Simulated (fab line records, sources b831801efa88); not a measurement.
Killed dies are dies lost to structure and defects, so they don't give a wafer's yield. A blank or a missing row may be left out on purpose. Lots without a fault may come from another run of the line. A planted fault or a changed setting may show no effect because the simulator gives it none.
Chamber matching | flow sfq_line | SFQ_TRILAYER_I1_CMP_CMP_046 on cmp-02: 4 sister chambers
The step polishes SiO2. 4 wafers are shown with their chamber, then 8 later ones without.

WAFERS WITH THEIR CHAMBER
wafer  | chamber | motor_current_A (A)
L930.3 | 1       | 9.3
L938.2 | 0       | 9.0
L938.3 | 3       | 8.7
L940.2 | 2       | 8.9

WAFERS WITHOUT THEIR CHAMBER
wafer  | motor_current_A (A)
L940.4 | 9.3
L940.5 | 9.0
L941.1 | 8.9
L941.5 | 9.1
L941.6 | 8.5
L942.1 | 9.6
L942.3 | 8.6
L942.5 | 8.8

WHICH CHAMBER EACH WENT THROUGH
wafer  | from the rows above          | in truth
L940.4 | 1                            | 1
L940.5 | can't be placed: 0 or 2      | 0
L941.1 | can't be placed: 2 or 0 or 3 | 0
L941.5 | can't be placed: 0 or 2 or 1 | 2
L941.6 | can't be placed: 3 or 2      | 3
L942.1 | 1                            | 1
L942.3 | can't be placed: 3 or 2      | 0
L942.5 | can't be placed: 2 or 3 or 0 | 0
Placed correctly: 2 of 8. Can't be placed from these rows: 6 (the true chamber is among the candidates in 5). Placed wrongly: 0.
How it was worked out, from the rows above alone: a wafer's distance from a chamber is the root of the sum, over the readings, of the square of ((its reading less the chamber's mean) divided by the reading's scatter). The wafer belongs to the nearest chamber; if the next one is less than 2 further off, it can't be placed. A chamber's mean is the mean of its shown wafers. The scatter: with one shown wafer a chamber, the root of the mean of the squares of how far each hidden wafer lies from its nearest shown one.
